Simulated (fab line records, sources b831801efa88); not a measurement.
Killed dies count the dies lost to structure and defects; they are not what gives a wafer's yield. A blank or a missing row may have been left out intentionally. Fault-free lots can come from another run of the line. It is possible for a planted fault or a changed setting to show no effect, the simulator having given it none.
Split-lot experiment | flow gf180mcu | 5 lots, 27 wafers read, on a route of 602 steps

== THE SPLIT ITSELF ==
At GF_DUAL_GATE_WET_ETCH_12 (etches SiO2 in dHF, target depth 13 nm, time 260 s), the setting time s was moved away from the recipe's 260 s on 24 of the 27 wafers read, by -34.6% to +49.2%. This setting was run at the recipe's value on the other wafers.

Reading taken at the split's own step.

== THE READING ==
SiO2_of_STI_CVD_23.thk nm (the simulator's own value, which no gauge read), in nm, at GF_DUAL_GATE_WET_ETCH_12 (etches SiO2 in dHF, target depth 13 nm, time 260 s). There is no usual value for it anywhere in the file. The 3 wafers here that ran the recipe average 362.4 nm, standard deviation 0.94 nm.

wafer  | tool, chamber at the split | time s as run, s | against the recipe | SiO2_of_STI_CVD_23.thk nm, nm | against lot-mates on the recipe
L075.1 | -, -                       | 377              | +45.0%             | 359.1                         | no lot-mate on the recipe
L075.2 | -, -                       | 377              | +45.0%             | 358.1                         | no lot-mate on the recipe
L075.5 | -, -                       | 377              | +45.0%             | 358.1                         | no lot-mate on the recipe
L075.3 | -, -                       | 377              | +45.0%             | 355.9                         | no lot-mate on the recipe
L075.4 | -, -                       | 377              | +45.0%             | 355.9                         | no lot-mate on the recipe
L075.6 | -, -                       | 377              | +45.0%             | 355.3                         | no lot-mate on the recipe
L076.2 | wet bench-02, 0            | 260              | recipe             | 361.1                         | -
L076.4 | wet bench-02, 0            | 260              | recipe             | 362.8                         | -
L076.6 | wet bench-02, 0            | 260              | recipe             | 363.3                         | -
L078.1 | -, -                       | 384.1            | +47.7%             | 358.8                         | no lot-mate on the recipe
L078.2 | -, -                       | 384.1            | +47.7%             | 359.4                         | no lot-mate on the recipe
L078.3 | -, -                       | 384.1            | +47.7%             | 360.8                         | no lot-mate on the recipe
L078.4 | -, -                       | 384.1            | +47.7%             | 357.7                         | no lot-mate on the recipe
L078.5 | -, -                       | 384.1            | +47.7%             | 356.1                         | no lot-mate on the recipe
L078.6 | -, -                       | 384.1            | +47.7%             | 359                           | no lot-mate on the recipe
L082.1 | -, -                       | 387.9            | +49.2%             | 359.3                         | no lot-mate on the recipe
L082.2 | -, -                       | 387.9            | +49.2%             | 358.5                         | no lot-mate on the recipe
L082.3 | -, -                       | 387.9            | +49.2%             | 359.4                         | no lot-mate on the recipe
L082.4 | -, -                       | 387.9            | +49.2%             | 356.6                         | no lot-mate on the recipe
L082.5 | -, -                       | 387.9            | +49.2%             | 356.8                         | no lot-mate on the recipe
L082.6 | -, -                       | 387.9            | +49.2%             | 358.6                         | no lot-mate on the recipe
L085.1 | -, -                       | 170              | -34.6%             | 370.4                         | no lot-mate on the recipe
L085.2 | -, -                       | 170              | -34.6%             | 370.1                         | no lot-mate on the recipe
L085.3 | -, -                       | 170              | -34.6%             | 371.4                         | no lot-mate on the recipe
L085.4 | -, -                       | 170              | -34.6%             | 369.1                         | no lot-mate on the recipe
L085.6 | -, -                       | 170              | -34.6%             | 369.1                         | no lot-mate on the recipe
L085.5 | -, -                       | 170              | -34.6%             | 368.2                         | no lot-mate on the recipe

THE FIT
A straight line over all 27 wafers: SiO2_of_STI_CVD_23.thk nm changes by -0.137 nm for each +1% of time s; r = -0.95; the points scatter about the line by 1.7 nm.
Too few moved wafers have a lot-mate on the recipe to fit a line with each lot's own level taken away.

== FILE'S OWN FIT ==
SiO2_of_STI_CVD_23.thk nm changes by -0.137 nm for each +1% of time s, r = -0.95.
